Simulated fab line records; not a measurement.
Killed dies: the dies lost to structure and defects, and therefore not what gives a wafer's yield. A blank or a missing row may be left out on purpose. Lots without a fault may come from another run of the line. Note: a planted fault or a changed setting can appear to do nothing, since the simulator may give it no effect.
The tool behind it: which one? || flow sky130 || 11 lots, 33 wafers sampled, at 7 steps of a route of 708

WHAT EACH GAUGE READ, for each wafer
SKY_LDD_HVN_OVL_MEAS_07. Usual: LDD_HVN_OVL typically reads 1.5 nm, with standard deviation 1.4.
{"lot": "L324", "measured": "day 20 13:27", "on": "overlay-01", "LDD_HVN_OVL (nm)": "1.8 -0.9 0.8", "flag": ""}
{"lot": "L326", "measured": "day 21 14:04", "on": "overlay-02", "LDD_HVN_OVL (nm)": "-0.7 -0.2 -0.8", "flag": ""}
{"lot": "L327", "measured": "day 21 23:24", "on": "overlay-02", "LDD_HVN_OVL (nm)": "4.5 2.3 2.1", "flag": ""}
{"lot": "L330", "measured": "day 22 12:28", "on": "overlay-02", "LDD_HVN_OVL (nm)": "2.0 3.3 3.5", "flag": ""}
{"lot": "L334", "measured": "day 24 10:52", "on": "overlay-01", "LDD_HVN_OVL (nm)": "1.4 1.4 2.6", "flag": ""}
{"lot": "L336", "measured": "day 24 21:04", "on": "overlay-01", "LDD_HVN_OVL (nm)": "1.7 2.4 2.5", "flag": ""}
{"lot": "L338", "measured": "day 25 18:10", "on": "overlay-01", "LDD_HVN_OVL (nm)": "1.5 1.5 0.5", "flag": ""}
{"lot": "L341", "measured": "day 26 17:28", "on": "overlay-01", "LDD_HVN_OVL (nm)": "0.3 0.4 0.5", "flag": ""}
{"lot": "L343", "measured": "day 27 07:01", "on": "overlay-02", "LDD_HVN_OVL (nm)": "1.9 1.9 2.6", "flag": ""}
{"lot": "L346", "measured": "day 28 03:49", "on": "overlay-01", "LDD_HVN_OVL (nm)": "2.3 3.2 2.4", "flag": ""}
{"lot": "L347", "measured": "day 28 10:18", "on": "overlay-02", "LDD_HVN_OVL (nm)": "2.3 3.2 2.2", "flag": ""}

SKY_LDD_HVN_TW_MEAS_10. Usual: LDD_HVN_TW typically reads 1437, with standard deviation 16.
{"lot": "L324", "measured": "day 20 13:44", "on": "film_metro-03", "LDD_HVN_TW": "1439 1448 1444", "flag": ""}
{"lot": "L326", "measured": "day 21 14:21", "on": "film_metro-01", "LDD_HVN_TW": "1418 1421 1416", "flag": ""}
{"lot": "L327", "measured": "day 21 23:41", "on": "film_metro-03", "LDD_HVN_TW": "1454 1445 1443", "flag": ""}
{"lot": "L330", "measured": "day 22 12:45", "on": "film_metro-01", "LDD_HVN_TW": "1423 1424 1418", "flag": ""}
{"lot": "L334", "measured": "day 24 11:09", "on": "film_metro-04", "LDD_HVN_TW": "1461 1454 1458", "flag": ""}
{"lot": "L336", "measured": "day 24 21:21", "on": "film_metro-01", "LDD_HVN_TW": "1416 1423 1423", "flag": ""}
{"lot": "L338", "measured": "day 25 18:27", "on": "film_metro-03", "LDD_HVN_TW": "1447 1449 1439", "flag": ""}
{"lot": "L341", "measured": "day 26 17:45", "on": "film_metro-01", "LDD_HVN_TW": "1423 1428 1420", "flag": ""}
{"lot": "L343", "measured": "day 27 07:17", "on": "film_metro-03", "LDD_HVN_TW": "1434 1443 1441", "flag": ""}
{"lot": "L346", "measured": "day 28 04:06", "on": "film_metro-01", "LDD_HVN_TW": "1427 1428 1426", "flag": ""}
{"lot": "L347", "measured": "day 28 10:40", "on": "film_metro-01", "LDD_HVN_TW": "1432 1432 1431", "flag": ""}

SKY_RES_XHIGH_TW_MEAS_09. Usual: RES_XHIGH_TW typically reads 1637, with standard deviation 14.
{"lot": "L324", "measured": "day 27 01:27", "on": "film_metro-04", "RES_XHIGH_TW": "1647 1661 1661", "flag": ""}
{"lot": "L326", "measured": "day 27 18:42", "on": "film_metro-03", "RES_XHIGH_TW": "1636 1638 1640", "flag": ""}
{"lot": "L327", "measured": "day 28 07:39", "on": "film_metro-03", "RES_XHIGH_TW": "1635 1634 1643", "flag": ""}
{"lot": "L330", "measured": "day 28 17:16", "on": "film_metro-04", "RES_XHIGH_TW": "1660 1654 1656", "flag": ""}
{"lot": "L334", "measured": "day 30 14:46", "on": "film_metro-01", "RES_XHIGH_TW": "996 1000 997", "flag": "OFF"}
{"lot": "L336", "measured": "day 31 00:36", "on": "film_metro-01", "RES_XHIGH_TW": "991 991 995", "flag": "OFF"}
{"lot": "L338", "measured": "day 31 20:13", "on": "film_metro-03", "RES_XHIGH_TW": "1650 1655 1653", "flag": ""}
{"lot": "L341", "measured": "day 32 13:22", "on": "film_metro-03", "RES_XHIGH_TW": "1655 1645 1651", "flag": ""}
{"lot": "L343", "measured": "day 33 04:33", "on": "film_metro-04", "RES_XHIGH_TW": "1660 1665 1666", "flag": ""}
{"lot": "L346", "measured": "day 33 23:30", "on": "film_metro-03", "RES_XHIGH_TW": "1649 1642 1635", "flag": ""}
{"lot": "L347", "measured": "day 34 05:54", "on": "film_metro-01", "RES_XHIGH_TW": "1628 1621 1624", "flag": ""}

SKY_SD_N_RS_MEAS_18: uses a four-point probe to measure. Usual: RES_XHIGH_RS typically reads 333.3 ohm/sq, with standard deviation 1.2.
{"lot": "L324", "measured": "day 28 07:02", "on": "film_metro-04", "RES_XHIGH_RS (ohm/sq)": "333.7 333.5 334.3", "flag": ""}
{"lot": "L326", "measured": "day 29 00:17", "on": "film_metro-03", "RES_XHIGH_RS (ohm/sq)": "334.6 334.8 334.1", "flag": ""}
{"lot": "L327", "measured": "day 29 12:59", "on": "film_metro-03", "RES_XHIGH_RS (ohm/sq)": "331.3 331.7 332.7", "flag": ""}
{"lot": "L330", "measured": "day 29 21:59", "on": "film_metro-01", "RES_XHIGH_RS (ohm/sq)": "335.2 335.3 333.8", "flag": ""}
{"lot": "L334", "measured": "day 31 18:38", "on": "film_metro-01", "RES_XHIGH_RS (ohm/sq)": "1178.3 1164.1 1167.8", "flag": "OFF"}
{"lot": "L336", "measured": "day 32 04:41", "on": "film_metro-03", "RES_XHIGH_RS (ohm/sq)": "1173.6 1180.4 1171.7", "flag": "OFF"}
{"lot": "L338", "measured": "day 32 21:44", "on": "film_metro-04", "RES_XHIGH_RS (ohm/sq)": "334.6 333.7 333.4", "flag": ""}
{"lot": "L341", "measured": "day 33 16:35", "on": "film_metro-03", "RES_XHIGH_RS (ohm/sq)": "332.7 333.0 333.0", "flag": ""}
{"lot": "L343", "measured": "day 34 08:23", "on": "film_metro-01", "RES_XHIGH_RS (ohm/sq)": "334.4 333.7 334.6", "flag": ""}
{"lot": "L346", "measured": "day 35 02:51", "on": "film_metro-01", "RES_XHIGH_RS (ohm/sq)": "333.2 331.3 331.5", "flag": ""}
{"lot": "L347", "measured": "day 35 09:53", "on": "film_metro-01", "RES_XHIGH_RS (ohm/sq)": "335.2 333.8 333.3", "flag": ""}

SKY_LI_CONTACT_OVL_MEAS_13. Usual: LI_CONTACT_OVL typically reads -4 nm, with standard deviation 5.5.
{"lot": "L324", "measured": "day 29 11:58", "on": "overlay-01", "LI_CONTACT_OVL (nm)": "-1 -2 -1", "flag": ""}
{"lot": "L326", "measured": "day 30 04:55", "on": "overlay-02", "LI_CONTACT_OVL (nm)": "-9 0 0", "flag": ""}
{"lot": "L327", "measured": "day 30 18:01", "on": "overlay-01", "LI_CONTACT_OVL (nm)": "-15 -12 -21", "flag": ""}
{"lot": "L330", "measured": "day 31 02:13", "on": "overlay-02", "LI_CONTACT_OVL (nm)": "-12 -8 -10", "flag": ""}
{"lot": "L334", "measured": "day 32 19:52", "on": "overlay-02", "LI_CONTACT_OVL (nm)": "-5 -4 -5", "flag": ""}
{"lot": "L336", "measured": "day 33 08:13", "on": "overlay-02", "LI_CONTACT_OVL (nm)": "-8 -3 -5", "flag": ""}
{"lot": "L338", "measured": "day 34 01:44", "on": "overlay-01", "LI_CONTACT_OVL (nm)": "-2 -2 -6", "flag": ""}
{"lot": "L341", "measured": "day 34 20:26", "on": "overlay-02", "LI_CONTACT_OVL (nm)": "-1 -9 0", "flag": ""}
{"lot": "L343", "measured": "day 35 11:37", "on": "overlay-02", "LI_CONTACT_OVL (nm)": "0 -2 -2", "flag": ""}
{"lot": "L346", "measured": "day 36 04:43", "on": "overlay-01", "LI_CONTACT_OVL (nm)": "1 -5 9", "flag": ""}
{"lot": "L347", "measured": "day 36 13:19", "on": "overlay-01", "LI_CONTACT_OVL (nm)": "1 -5 0", "flag": ""}

WHAT TOOL EACH LOT RAN ON (gives the tool, then ch and the chambers of the sampled wafers, and finally the start)
{"lot": "L324", "SKY_RES_XHIGH_IMPLANT_07": "implanter-01 ch 0, day 27 01:12", "SKY_RES_XHIGH_STRIP_08": "plasma_asher-04 ch 0,1, day 27 01:21"}
{"lot": "L326", "SKY_RES_XHIGH_IMPLANT_07": "implanter-03 ch 0, day 27 18:27", "SKY_RES_XHIGH_STRIP_08": "plasma_asher-04 ch 0,1, day 27 18:36"}
{"lot": "L327", "SKY_RES_XHIGH_IMPLANT_07": "implanter-04 ch 0, day 28 07:24", "SKY_RES_XHIGH_STRIP_08": "plasma_asher-04 ch 0,1, day 28 07:33"}
{"lot": "L330", "SKY_RES_XHIGH_IMPLANT_07": "implanter-03 ch 0, day 28 17:01", "SKY_RES_XHIGH_STRIP_08": "plasma_asher-02 ch 0,1, day 28 17:10"}
{"lot": "L334", "SKY_RES_XHIGH_IMPLANT_07": "implanter-01 ch 0, day 30 14:32", "SKY_RES_XHIGH_STRIP_08": "plasma_asher-02 ch 0,1, day 30 14:40"}
{"lot": "L336", "SKY_RES_XHIGH_IMPLANT_07": "implanter-01 ch 0, day 31 00:21", "SKY_RES_XHIGH_STRIP_08": "plasma_asher-04 ch 0,1, day 31 00:30"}
{"lot": "L338", "SKY_RES_XHIGH_IMPLANT_07": "implanter-03 ch 0, day 31 19:59", "SKY_RES_XHIGH_STRIP_08": "plasma_asher-02 ch 0,1, day 31 20:06"}
{"lot": "L341", "SKY_RES_XHIGH_IMPLANT_07": "implanter-04 ch 0, day 32 13:08", "SKY_RES_XHIGH_STRIP_08": "plasma_asher-01 ch 0,1, day 32 13:16"}
{"lot": "L343", "SKY_RES_XHIGH_IMPLANT_07": "implanter-04 ch 0, day 33 04:18", "SKY_RES_XHIGH_STRIP_08": "plasma_asher-01 ch 0,1, day 33 04:27"}
{"lot": "L346", "SKY_RES_XHIGH_IMPLANT_07": "implanter-03 ch 0, day 33 23:16", "SKY_RES_XHIGH_STRIP_08": "plasma_asher-02 ch 0,1, day 33 23:23"}
{"lot": "L347", "SKY_RES_XHIGH_IMPLANT_07": "implanter-01 ch 0, day 34 05:39", "SKY_RES_XHIGH_STRIP_08": "plasma_asher-02 ch 0,1, day 34 05:48"}
- SKY_RES_XHIGH_IMPLANT_07
- SKY_RES_XHIGH_STRIP_08: strips in O2/N2.

AS READ BY THE TOOLS THEMSELVES (means over the sampled wafers that have a number; for cases with no such wafer, the mark the record gives instead)
SKY_RES_XHIGH_IMPLANT_07. Usual: beam_energy_keV 20.000, standard deviation 0.0058; beam_on_s 38.5 s, standard deviation 2.1; dose_ions_cm2 3.601e+14, standard deviation 4.4e+11; faraday_current_uA 528, standard deviation 29.
{"lot": "L324", "tool": "implanter-01", "beam_energy_keV": 20.002, "beam_on_s (s)": 37.2, "dose_ions_cm2": 3.598e+14, "faraday_current_uA": 546, "flag": ""}
{"lot": "L326", "tool": "implanter-03", "beam_energy_keV": 20.002, "beam_on_s (s)": 36.6, "dose_ions_cm2": 3.595e+14, "faraday_current_uA": 552, "flag": ""}
{"lot": "L327", "tool": "implanter-04", "beam_energy_keV": 20.000, "beam_on_s (s)": 41.2, "dose_ions_cm2": 3.599e+14, "faraday_current_uA": 490, "flag": ""}
{"lot": "L330", "tool": "implanter-03", "beam_energy_keV": 19.996, "beam_on_s (s)": 36.6, "dose_ions_cm2": 3.600e+14, "faraday_current_uA": 553, "flag": ""}
{"lot": "L334", "tool": "implanter-01", "beam_energy_keV": 20.001, "beam_on_s (s)": 9.9, "dose_ions_cm2": 7.603e+13, "faraday_current_uA": 428, "flag": "OFF"}
{"lot": "L336", "tool": "implanter-01", "beam_energy_keV": 19.996, "beam_on_s (s)": 9.9, "dose_ions_cm2": 7.533e+13, "faraday_current_uA": 428, "flag": "OFF"}
{"lot": "L338", "tool": "implanter-03", "beam_energy_keV": 19.999, "beam_on_s (s)": 36.4, "dose_ions_cm2": 3.595e+14, "faraday_current_uA": 556, "flag": ""}
{"lot": "L341", "tool": "implanter-04", "beam_energy_keV": 20.005, "beam_on_s (s)": 40.8, "dose_ions_cm2": 3.602e+14, "faraday_current_uA": 499, "flag": ""}
{"lot": "L343", "tool": "implanter-04", "beam_energy_keV": 20.006, "beam_on_s (s)": 40.9, "dose_ions_cm2": 3.598e+14, "faraday_current_uA": 496, "flag": ""}
{"lot": "L346", "tool": "implanter-03", "beam_energy_keV": 20.002, "beam_on_s (s)": 36.9, "dose_ions_cm2": 3.605e+14, "faraday_current_uA": 550, "flag": ""}
{"lot": "L347", "tool": "implanter-01", "beam_energy_keV": 20.002, "beam_on_s (s)": 36.7, "dose_ions_cm2": 3.602e+14, "faraday_current_uA": 553, "flag": ""}

SKY_RES_XHIGH_STRIP_08. Usual: drypump_motor_current_A 5.9 A, standard deviation 0.4; oes_product_au 0.711 a.u., standard deviation 0.0044; strip_time_to_endpoint_s 14.28 s, standard deviation 0.038.
{"lot": "L324", "tool": "plasma_asher-04", "drypump_motor_current_A (A)": 5.5, "oes_product_au (a.u.)": 0.716, "strip_time_to_endpoint_s (s)": 14.20, "flag": ""}
{"lot": "L326", "tool": "plasma_asher-04", "drypump_motor_current_A (A)": 5.8, "oes_product_au (a.u.)": 0.708, "strip_time_to_endpoint_s (s)": 14.32, "flag": ""}
{"lot": "L327", "tool": "plasma_asher-04", "drypump_motor_current_A (A)": 5.8, "oes_product_au (a.u.)": 0.709, "strip_time_to_endpoint_s (s)": 14.29, "flag": ""}
{"lot": "L330", "tool": "plasma_asher-02", "drypump_motor_current_A (A)": 5.9, "oes_product_au (a.u.)": 0.714, "strip_time_to_endpoint_s (s)": 14.25, "flag": ""}
{"lot": "L334", "tool": "plasma_asher-02", "drypump_motor_current_A (A)": 5.9, "oes_product_au (a.u.)": 0.715, "strip_time_to_endpoint_s (s)": 14.17, "flag": ""}
{"lot": "L336", "tool": "plasma_asher-04", "drypump_motor_current_A (A)": 5.8, "oes_product_au (a.u.)": 0.715, "strip_time_to_endpoint_s (s)": 14.18, "flag": ""}
{"lot": "L338", "tool": "plasma_asher-02", "drypump_motor_current_A (A)": 6.0, "oes_product_au (a.u.)": 0.712, "strip_time_to_endpoint_s (s)": 14.27, "flag": ""}
{"lot": "L341", "tool": "plasma_asher-01", "drypump_motor_current_A (A)": 6.5, "oes_product_au (a.u.)": 0.712, "strip_time_to_endpoint_s (s)": 14.23, "flag": ""}
{"lot": "L343", "tool": "plasma_asher-01", "drypump_motor_current_A (A)": 6.5, "oes_product_au (a.u.)": 0.712, "strip_time_to_endpoint_s (s)": 14.22, "flag": ""}
{"lot": "L346", "tool": "plasma_asher-02", "drypump_motor_current_A (A)": 6.0, "oes_product_au (a.u.)": 0.713, "strip_time_to_endpoint_s (s)": 14.35, "flag": ""}
{"lot": "L347", "tool": "plasma_asher-02", "drypump_motor_current_A (A)": 6.0, "oes_product_au (a.u.)": 0.714, "strip_time_to_endpoint_s (s)": 14.23, "flag": ""}

THE ANSWER, worked out from the rows above alone
Rule: take the mean of a lot's wafers that have a number; if it is more than 3 standard deviations from the usual mean, the lot is off. Also off: a lot with no number at a reading for which 4 or more lots have one. All remaining lots with rows at the step are treated as sound. First the gauges in route order, then the tools' own readings, where a lot's mean is used as printed above. At the first step where some lot is off, the reading lying furthest off is the one used; lots without a number count as furthest.
Off: L334, L336, at SKY_RES_XHIGH_TW_MEAS_09 (RES_XHIGH_TW).
If a tool, at a process step before that reading, ran all the lots that are off and no sound lot after the first of them, it fits. The gauges at SKY_RES_XHIGH_TW_MEAS_09 aren't tried: what is off there is off at SKY_RES_XHIGH_IMPLANT_07 too, on other tools, and a gauge's error can't cause that. Of those tried, none fits.

WHAT THE SIMULATOR HAD PUT IN
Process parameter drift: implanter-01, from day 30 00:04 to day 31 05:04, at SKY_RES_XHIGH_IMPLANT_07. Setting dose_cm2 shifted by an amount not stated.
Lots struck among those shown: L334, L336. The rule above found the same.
